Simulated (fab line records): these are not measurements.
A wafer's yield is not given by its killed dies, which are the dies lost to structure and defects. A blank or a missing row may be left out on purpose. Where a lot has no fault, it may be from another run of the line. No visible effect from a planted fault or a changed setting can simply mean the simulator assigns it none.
A lot that was struck, set against a sound lot || flow gf180mcu || 36 steps out of a route of 602
Sound: wafers L519.1, L519.4, L519.6. Wafers L509.2, L509.3, L509.6 were the ones struck. The cause is given at the end.
Per side, at each step with rows, come the tool, then ch with its chambers, and then its first start. Under that, the readings that differ: sound wafers || struck wafers || difference of the means || sigmas: that difference in standard deviations of wafers without a fault.
alike: readings whose means differ by less than 2 such deviations, and words and numbers that are the same on both sides. not compared: withheld readings, readings that some wafer has no value for, bounds like >300 that may hide the same value, and numbers for which the record gives no deviation and whose values overlap.
A row with sigmas, a row that says differs or no value, or rows on one side alone: a step with any of these is where the two part. When numbers do not overlap yet have no deviation, they are printed without sigmas and do not part them. Lack of a reading on every wafer of one side parts them only where that side has two or more wafers.

GF_HV_LDD_STRIP_49: strips in O2/N2.
  sound on plasma-asher-03 ch 0,1, day 17 11:28; struck on plasma-asher-03 ch 1, day 14 05:59
  alike: drypump-motor-current-A, heater-power-w, oes-product-au, strip-time-to-endpoint-s
  not compared: rf-hours-counter-h
GF_HV_LDD_TW_MEAS_50:
  sound on film-metro-01, day 17 11:34; struck on film-metro-01, day 14 06:05
  alike: HV_LDD_4_TW
then, 1 step without rows for these wafers: GF_HV_LDD_CLEAN_51 (cleans in SC1/SC2, time 150 s).
GF_HV_LDD_RTA_52: time 10 s.
  sound on rtp-anneal-01 ch 0, day 17 11:41; struck on rtp-anneal-02 ch 0, day 14 06:12
{"reading": "lamp-power-pct (%)", "sound": "38.2 38.3 38.2", "struck": "33.9 33.9 34.0", "difference": -4.3, "sigmas": -2}
  alike: wafer_temp_C_max
GF_HV_LDD_RS_MEAS_53: measures by four-point-probe.
  sound on film-metro-04, day 17 11:45; struck on film-metro-04, day 14 06:17
  alike: HV_LDD_RS
then, 1 step without rows for these wafers: GF_HV_LDD_CVD_54 (deposits SiO2 from TEOS, target thk 10 nm, time 75 s).
GF_HV_LDD_THK_MEAS_55:
  sound on film-metro-04, day 17 12:53; struck on film-metro-04, day 14 07:35
{"reading": "HV_LDD_CVD_54_THK (nm)", "sound": "10.32 10.43 10.42", "struck": "10.09 9.99 9.97", "difference": -0.37, "sigmas": -3}
then, 1 step without rows for these wafers: GF_HV_LDD_CVD_56 (deposits Si3N4 from DCS/NH3, target thk 90 nm, time 1543 s).
GF_HV_LDD_THK_MEAS_57:
  sound on film-metro-01, day 17 14:23; struck on film-metro-04, day 14 09:05
  alike: HV_LDD_CVD_56_THK
GF_HV_LDD_ETCHBACK_58: etches Si3N4 in CH3F/O2, stops on SiO2, time 100 s, target depth 90 nm.
  sound on rie-diel-03 ch 1,3, day 17 14:26; struck on rie-diel-01 ch 0,2, day 14 09:08
  alike: O2_flow_sccm, drypump-motor-current-A, oes-product-au, throttle-valve-pct
  not compared: rf-hours-counter-h
then, 2 steps without rows for these wafers: GF_NSD_DEHYDRATE_00 (time 60 s); GF_NSD_HMDS_01 (prime time 60 s).
GF_NSD_COAT_02: resist thk 1000 nm.
  sound on litho-track-02 ch 0, day 18 02:06; struck on litho-track-01, day 14 19:38
  no value came back on the struck wafers for chill-plate-temp-C (C), dispense-pressure-kPa (kPa), exhaust-pa (Pa); on the sound wafers chill-plate-temp-C (C) reads 23.02 22.96 22.98
then, 4 steps without rows for these wafers: GF_NSD_SOFTBAKE_03 (time 60 s); GF_NSD_EXPOSE_04 (exposes mask Nplus, target cd 400 nm); GF_NSD_PEB_05; GF_NSD_DEVELOP_06 (develop time 60 s).
GF_NSD_CD_MEAS_07: the cd target is 400 nm.
  sound on cd-sem-02, day 18 13:49; struck on cd-sem-01, day 15 06:22
{"reading": "cd-nm (nm)", "sound": "401.3 402.6 403.3", "struck": "- - -", "difference": "no value on the struck wafers", "sigmas": ""}
GF_NSD_OVL_MEAS_08:
  sound on overlay-01, day 18 13:56; struck on overlay-02, day 15 06:29
{"reading": "NSD_OVL (nm)", "sound": "-3.4 -1.6 0.2", "struck": "- - -", "difference": "no value on the struck wafers", "sigmas": ""}
then, 2 steps without rows for these wafers: GF_NSD_IMPLANT_09; GF_NSD_IMPLANT_10.
GF_NSD_STRIP_11: strips in O2/N2.
  sound on plasma-asher-03 ch 0,1, day 18 14:16; struck on plasma-asher-01 ch 0,1, day 15 06:49
  no value came back on the struck wafers for oes-product-au (a.u.), strip-time-to-endpoint-s (s); on the sound wafers oes-product-au (a.u.) reads 0.481 0.487 0.484
  alike: drypump-motor-current-A, heater-power-w
  not compared: rf-hours-counter-h
GF_NSD_TW_MEAS_12:
  sound on film-metro-03, day 18 14:22; struck on film-metro-02, day 15 06:55
  alike: NSD_TW
then, 7 steps without rows for these wafers: GF_PSD_DEHYDRATE_00 (time 60 s); GF_PSD_HMDS_01 (prime time 60 s); GF_PSD_COAT_02 (resist thk 1000 nm); GF_PSD_SOFTBAKE_03 (time 60 s); GF_PSD_EXPOSE_04 (exposes mask Pplus, target cd 400 nm); GF_PSD_PEB_05; GF_PSD_DEVELOP_06 (develop time 60 s).
GF_PSD_CD_MEAS_07: the cd target is 400 nm.
  sound on cd-sem-02, day 19 14:46; struck on cd-sem-02, day 16 04:07
  alike: cd-nm
GF_PSD_OVL_MEAS_08:
  sound on overlay-01, day 19 14:53; struck on overlay-02, day 16 04:14
  alike: PSD_OVL
after that, 1 step had no rows for these wafers: GF_PSD_IMPLANT_09.
GF_PSD_STRIP_10: strips in O2/N2.
  sound on plasma-asher-01 ch 0,1, day 19 15:04; struck on plasma-asher-01 ch 1, day 16 04:25
  alike: drypump-motor-current-A, heater-power-w, oes-product-au, strip-time-to-endpoint-s
  not compared: rf-hours-counter-h
GF_PSD_TW_MEAS_11:
  sound on film-metro-02, day 19 15:10; struck on film-metro-03, day 16 04:45
{"reading": "PSD_TW", "sound": "3201 3202 3205", "struck": "4287 4266 4268", "difference": "+1071", "sigmas": "+56"}
  not compared: hold
after that, 1 step had no rows for these wafers: GF_PASSIVATION_PROBE_99.

== WHERE THEY PART ==
Last at GF_PSD_TW_MEAS_11 as far as this record goes, first at GF_HV_LDD_RTA_52.

WHY: the cause the simulator had injected
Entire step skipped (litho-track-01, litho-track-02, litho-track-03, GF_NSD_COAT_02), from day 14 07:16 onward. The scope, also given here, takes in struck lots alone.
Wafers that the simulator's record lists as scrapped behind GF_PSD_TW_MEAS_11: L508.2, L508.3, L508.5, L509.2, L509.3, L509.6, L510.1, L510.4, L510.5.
